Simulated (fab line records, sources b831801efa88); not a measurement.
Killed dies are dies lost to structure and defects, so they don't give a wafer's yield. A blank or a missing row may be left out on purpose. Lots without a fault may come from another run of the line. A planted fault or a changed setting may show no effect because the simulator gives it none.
Which tool did it? | flow sky130 | 24 lots, 72 wafers sampled, at 6 steps of a route of 708

WHAT THE GAUGES READ, wafer by wafer
SKY_GATE_OXIDE_OVL_MEAS_10.
lot  | measured     | on         | GATE_OXIDE_OVL (nm)
L074 | day 13 12:13 | overlay-02 | 0.6 -0.8 1.5
L075 | day 13 17:09 | overlay-02 | 0.9 -1.8 -1.9
L076 | day 14 14:16 | overlay-01 | -0.7 -0.8 -1.6
L077 | day 14 14:34 | overlay-01 | 0.7 0.0 -0.4
L078 | day 14 19:43 | overlay-02 | -1.0 -2.8 -0.2
L079 | day 15 13:43 | overlay-01 | 0.7 1.0 0.5
L080 | day 15 15:29 | overlay-02 | 0.6 0.8 2.0
L081 | day 15 23:43 | overlay-02 | 0.1 -0.9 0.4
L082 | day 16 10:13 | overlay-01 | 1.9 -1.1 -0.7
L083 | day 17 02:19 | overlay-01 | 1.0 3.1 1.7
L084 | day 17 03:40 | overlay-01 | 2.8 1.0 1.9
L085 | day 17 08:58 | overlay-02 | -3.5 -2.6 -0.9
L086 | day 18 00:31 | overlay-02 | 2.1 -1.6 -0.5
L087 | day 18 11:34 | overlay-01 | 1.4 2.0 0.8
L088 | day 18 17:55 | overlay-01 | 2.5 0.6 3.0
L089 | day 19 07:16 | overlay-02 | 1.4 0.9 1.5
L090 | day 19 14:55 | overlay-01 | 0.9 0.6 -1.8
L091 | day 20 19:19 | overlay-02 | 1.0 1.5 2.2
L092 | day 20 18:31 | overlay-02 | 1.0 0.2 2.1
L093 | day 20 22:37 | overlay-01 | 0.0 0.5 -1.0
L094 | day 21 08:28 | overlay-01 | -0.2 1.7 0.8
L095 | day 21 03:46 | overlay-01 | -0.2 -0.7 0.2
L096 | day 21 16:43 | overlay-01 | 1.8 -0.8 0.7
L097 | day 22 06:25 | overlay-01 | -0.5 -1.4 1.9

SKY_METAL2_CD_MEAS_15: target cd 140 nm.
lot  | measured     | on        | cd_nm (nm)
L074 | day 34 22:19 | cd_sem-01 | 142.6 142.5 143.2
L075 | day 35 07:40 | cd_sem-01 | 141.4 141.4 140.0
L076 | day 35 18:30 | cd_sem-02 | 139.2 139.3 141.1
L077 | day 35 19:46 | cd_sem-01 | 141.6 141.9 143.0
L078 | day 36 05:08 | cd_sem-02 | 138.6 138.4 140.9
L079 | day 36 18:25 | cd_sem-01 | 142.4 143.8 143.1
L080 | day 36 20:36 | cd_sem-01 | 140.2 140.8 140.0
L081 | day 37 04:25 | cd_sem-02 | 140.3 142.2 142.2
L082 | day 37 07:48 | cd_sem-02 | 139.5 140.0 139.5
L083 | day 37 23:04 | cd_sem-01 | 141.4 139.5 140.1
L084 | day 38 03:47 | cd_sem-02 | 139.9 141.4 139.8
L085 | day 38 04:42 | cd_sem-02 | 140.9 139.7 140.1
L086 | day 38 17:53 | cd_sem-02 | 140.1 140.6 139.8
L087 | day 39 04:26 | cd_sem-01 | 140.2 138.8 138.7
L088 | day 39 08:16 | cd_sem-02 | 140.4 140.0 140.9
L089 | day 40 23:55 | cd_sem-02 | 138.4 138.6 137.5
L090 | day 41 04:27 | cd_sem-01 | 139.2 138.4 139.3
L091 | day 41 08:37 | cd_sem-02 | 139.3 138.9 139.2
L092 | day 41 06:28 | cd_sem-01 | 137.2 138.3 136.9
L093 | day 41 08:33 | cd_sem-01 | 140.8 141.7 141.8
L094 | day 41 10:22 | cd_sem-02 | 138.3 138.5 137.8
L095 | day 41 09:41 | cd_sem-02 | 140.0 138.3 137.8
L096 | day 41 12:58 | cd_sem-01 | 139.4 138.8 139.7
L097 | day 41 20:19 | cd_sem-02 | 138.5 139.1 138.8

SKY_CAP2M_THK_MEAS_04: measures by xrf.
lot  | measured     | on            | CAP2M_TIN_THK (nm)
L074 | day 39 08:46 | film_metro-02 | 201 202 196
L075 | day 39 17:41 | film_metro-04 | 199 199 198
L076 | day 40 06:24 | film_metro-03 | 200 203 200
L077 | day 40 07:03 | film_metro-02 | 197 198 203
L078 | day 40 14:05 | film_metro-04 | 200 199 208
L079 | day 41 00:58 | film_metro-03 | 203 202 199
L080 | day 41 02:51 | film_metro-03 | 197 196 198
L081 | day 41 10:57 | film_metro-04 | 203 195 195
L082 | day 41 15:22 | film_metro-03 | 199 200 199
L083 | day 42 03:19 | film_metro-04 | 201 201 199
L084 | day 42 10:12 | film_metro-04 | 198 200 204
L085 | day 42 11:02 | film_metro-03 | 200 204 203
L086 | day 43 00:45 | film_metro-02 | 200 203 202
L087 | day 43 10:10 | film_metro-03 | 204 198 198
L088 | day 43 13:59 | film_metro-04 | 206 201 203
L089 | day 45 00:36 | film_metro-02 | 207 198 205
L090 | day 45 03:40 | film_metro-03 | 198 198 200
L091 | day 45 09:56 | film_metro-04 | 200 196 194
L092 | day 45 06:10 | film_metro-02 | 197 196 200
L093 | day 45 08:17 | film_metro-03 | 202 196 200
L094 | day 45 10:14 | film_metro-03 | 200 198 198
L095 | day 45 11:09 | film_metro-04 | 198 206 203
L096 | day 45 14:31 | film_metro-03 | 205 200 201
L097 | day 45 20:21 | film_metro-04 | 195 196 198

WHICH TOOL RAN EACH LOT (tool, then ch and the chambers of the sampled wafers, then the start)
lot  | SKY_FIELD_ISO_CMP_27         | SKY_METAL2_SPUTTER_03        | SKY_METAL3_SPUTTER_04
L074 | cmp-01 ch 2,3, day 2 08:26   | pvd_sputter-03, day 33 19:39 | pvd_sputter-03, day 36 03:14
L075 | cmp-02 ch 0,1,3, day 2 13:14 | pvd_sputter-04, day 34 05:32 | pvd_sputter-04, day 36 13:02
L076 | cmp-02 ch 0,1,3, day 2 21:17 | pvd_sputter-03, day 34 16:19 | pvd_sputter-01, day 36 23:50
L077 | cmp-02 ch 1,3, day 2 22:59   | pvd_sputter-04, day 34 16:50 | pvd_sputter-01, day 37 01:26
L078 | cmp-01 ch 0,1, day 3 05:08   | pvd_sputter-03, day 35 01:51 | pvd_sputter-01, day 37 09:58
L079 | cmp-02 ch 0,2, day 3 12:00   | pvd_sputter-03, day 35 15:57 | pvd_sputter-03, day 37 21:31
L080 | cmp-02 ch 0,3, day 3 16:58   | pvd_sputter-02, day 35 18:50 | pvd_sputter-04, day 37 23:54
L081 | cmp-01 ch 0,2,3, day 3 20:45 | pvd_sputter-04, day 36 02:15 | pvd_sputter-04, day 38 06:44
L082 | cmp-01 ch 1,2, day 4 01:58   | pvd_sputter-03, day 36 06:17 | pvd_sputter-03, day 38 09:17
L083 | cmp-01 ch 2,3, day 4 08:44   | pvd_sputter-02, day 36 23:24 | pvd_sputter-04, day 39 00:35
L084 | cmp-02 ch 0,1,3, day 4 13:37 | pvd_sputter-03, day 37 04:31 | pvd_sputter-03, day 39 07:46
L085 | cmp-01 ch 1,2,3, day 4 17:55 | pvd_sputter-03, day 37 05:04 | pvd_sputter-01, day 39 07:52
L086 | cmp-01 ch 0,3, day 4 22:36   | pvd_sputter-04, day 37 20:19 | pvd_sputter-03, day 39 22:44
L087 | cmp-01 ch 0,1,3, day 5 08:33 | pvd_sputter-04, day 38 03:11 | pvd_sputter-03, day 40 08:06
L088 | cmp-01 ch 0,2,3, day 5 12:33 | pvd_sputter-04, day 38 08:01 | pvd_sputter-04, day 40 11:46
L089 | cmp-01 ch 0,2, day 5 16:16   | pvd_sputter-03, day 40 00:24 | pvd_sputter-01, day 42 02:35
L090 | cmp-02 ch 0,1,2, day 5 21:56 | pvd_sputter-03, day 40 04:51 | pvd_sputter-04, day 42 06:32
L091 | cmp-02 ch 1,2,3, day 6 12:55 | pvd_sputter-02, day 40 08:42 | pvd_sputter-01, day 42 11:02
L092 | cmp-01 ch 0,1,2, day 6 12:58 | pvd_sputter-04, day 40 06:18 | pvd_sputter-03, day 42 08:45
L093 | cmp-02 ch 0,2,3, day 6 13:10 | pvd_sputter-03, day 40 08:22 | pvd_sputter-04, day 42 10:51
L094 | cmp-02 ch 0,1, day 6 21:43   | pvd_sputter-03, day 40 10:35 | pvd_sputter-03, day 42 13:11
L095 | cmp-01 ch 0,1, day 6 21:43   | pvd_sputter-02, day 40 09:39 | pvd_sputter-04, day 42 12:47
L096 | cmp-01 ch 0,1, day 7 06:45   | pvd_sputter-04, day 40 13:19 | pvd_sputter-03, day 42 15:33
L097 | cmp-02 ch 1,2, day 7 14:22   | pvd_sputter-04, day 40 20:59 | pvd_sputter-04, day 42 22:17
- SKY_FIELD_ISO_CMP_27: polishes, stops on Si3N4, t overpolish 16 s, target thk 457.8 nm.
- SKY_METAL2_SPUTTER_03: material Ti, target thk 5 nm, time 3.3 s.
- SKY_METAL3_SPUTTER_04: material TiN, target thk 70 nm, time 58.3 s.

WHAT THE TOOLS THEMSELVES READ (means of the sampled wafers that have a number; where no wafer has one, the mark that the record gives instead)
SKY_FIELD_ISO_CMP_27.
lot  | tool   | motor_current_A (A) | overpolish_run_s (s) | slurry_filter_dp_kPa (kPa) | time_to_endpoint_s (s)
L074 | cmp-01 | 12.2                | 15.993               | 13.46                      | 113
L075 | cmp-02 | 12.8                | 15.996               | 13.53                      | 115
L076 | cmp-02 | 12.7                | 16.003               | 13.61                      | 119
L077 | cmp-02 | 12.5                | 15.997               | 13.45                      | 117
L078 | cmp-01 | 11.3                | 15.987               | 13.37                      | 123
L079 | cmp-02 | 11.3                | 16.006               | 13.58                      | 113
L080 | cmp-02 | 13.0                | 16.003               | 13.50                      | 111
L081 | cmp-01 | 11.9                | 16.002               | 13.27                      | 117
L082 | cmp-01 | 12.3                | 15.991               | 13.52                      | 124
L083 | cmp-01 | 12.5                | 16.002               | 13.44                      | 114
L084 | cmp-02 | 12.9                | 16.000               | 13.50                      | 118
L085 | cmp-01 | 12.3                | 16.007               | 13.50                      | 115
L086 | cmp-01 | 10.9                | 16.006               | 13.53                      | 117
L087 | cmp-01 | 11.2                | 15.998               | 13.63                      | 114
L088 | cmp-01 | 11.7                | 16.009               | 13.40                      | 112
L089 | cmp-01 | 12.4                | 15.998               | 13.54                      | 118
L090 | cmp-02 | 12.3                | 16.016               | 13.43                      | 117
L091 | cmp-02 | 11.9                | 16.000               | 13.54                      | 110
L092 | cmp-01 | 11.8                | 15.997               | 13.64                      | 117
L093 | cmp-02 | 12.2                | 15.997               | 13.55                      | 110
L094 | cmp-02 | 12.5                | 15.987               | 13.61                      | 111
L095 | cmp-01 | 11.2                | 15.999               | 13.46                      | 119
L096 | cmp-01 | 11.1                | 16.003               | 13.44                      | 120
L097 | cmp-02 | 11.3                | 16.003               | 13.48                      | 111

SKY_METAL2_SPUTTER_03.
lot  | tool           | chamber_pressure_pa (Pa) | throttle_valve_pct (%)
L074 | pvd_sputter-03 | 0.3993                   | 29.2
L075 | pvd_sputter-04 | 0.3998                   | 31.0
L076 | pvd_sputter-03 | 0.3998                   | 30.2
L077 | pvd_sputter-04 | 0.4002                   | 29.1
L078 | pvd_sputter-03 | 0.4005                   | 29.2
L079 | pvd_sputter-03 | 0.4002                   | 30.3
L080 | pvd_sputter-02 | 0.4000                   | 30.0
L081 | pvd_sputter-04 | 0.4012                   | 29.4
L082 | pvd_sputter-03 | 0.3999                   | 31.0
L083 | pvd_sputter-02 | 0.3999                   | 30.1
L084 | pvd_sputter-03 | 0.3996                   | 29.1
L085 | pvd_sputter-03 | 0.4007                   | 30.1
L086 | pvd_sputter-04 | 0.4003                   | 29.5
L087 | pvd_sputter-04 | 0.3997                   | 29.1
L088 | pvd_sputter-04 | 0.3997                   | 30.0
L089 | pvd_sputter-03 | 0.3997                   | 30.5
L090 | pvd_sputter-03 | 0.4002                   | 29.1
L091 | pvd_sputter-02 | 0.3999                   | 30.0
L092 | pvd_sputter-04 | 0.3994                   | 31.0
L093 | pvd_sputter-03 | 0.3993                   | 29.7
L094 | pvd_sputter-03 | 0.3992                   | 29.0
L095 | pvd_sputter-02 | 0.3994                   | 29.8
L096 | pvd_sputter-04 | 0.4000                   | 30.2
L097 | pvd_sputter-04 | 0.3994                   | 30.2

SKY_METAL3_SPUTTER_04.
lot  | tool           | chamber_pressure_pa (Pa) | throttle_valve_pct (%)
L074 | pvd_sputter-03 | 0.4004                   | 30.3
L075 | pvd_sputter-04 | 0.3995                   | 30.1
L076 | pvd_sputter-01 | 0.4009                   | 30.9
L077 | pvd_sputter-01 | 0.4001                   | 29.7
L078 | pvd_sputter-01 | 0.3992                   | 30.5
L079 | pvd_sputter-03 | 0.4006                   | 30.1
L080 | pvd_sputter-04 | 0.3998                   | 29.3
L081 | pvd_sputter-04 | 0.3996                   | 29.4
L082 | pvd_sputter-03 | 0.3995                   | 28.4
L083 | pvd_sputter-04 | 0.3994                   | 30.2
L084 | pvd_sputter-03 | 0.3997                   | 29.8
L085 | pvd_sputter-01 | 0.4009                   | 29.7
L086 | pvd_sputter-03 | 0.3996                   | 30.4
L087 | pvd_sputter-03 | 0.4004                   | 29.2
L088 | pvd_sputter-04 | 0.3999                   | 29.5
L089 | pvd_sputter-01 | 0.4009                   | 32.0
L090 | pvd_sputter-04 | 0.3992                   | 30.2
L091 | pvd_sputter-01 | 0.3995                   | 30.7
L092 | pvd_sputter-03 | 0.4004                   | 29.3
L093 | pvd_sputter-04 | 0.4002                   | 29.2
L094 | pvd_sputter-03 | 0.3997                   | 28.6
L095 | pvd_sputter-04 | 0.3997                   | 30.1
L096 | pvd_sputter-03 | 0.3997                   | 29.8
L097 | pvd_sputter-04 | 0.4000                   | 30.2

THE ANSWER, worked out from the rows above alone
Rule: what is usual is taken from the lots themselves. Put in order of their means at a reading, lots are off if they are a third of the lots or fewer, leave a main group of 4 or more, and stand apart from it by a gap of 3 or more times the standard deviation of the main group's means; of several such gaps the widest counts. A main group whose means are all the same, to the digits that the tables above print for the reading, isn't used. A lot without any number at a reading at which 4 lots or more have one is off too. The other lots that the step has rows for count as sound. The gauges are gone through in route order, then the tools' own readings, and for those a lot's mean is taken as printed above. The first step at which some lot is off is used, and at that step the reading that is off furthest; a lot without a number counts as furthest.
No lot is off at any reading shown: from this, nothing can be told.

WHAT THE SIMULATOR HAD PUT IN
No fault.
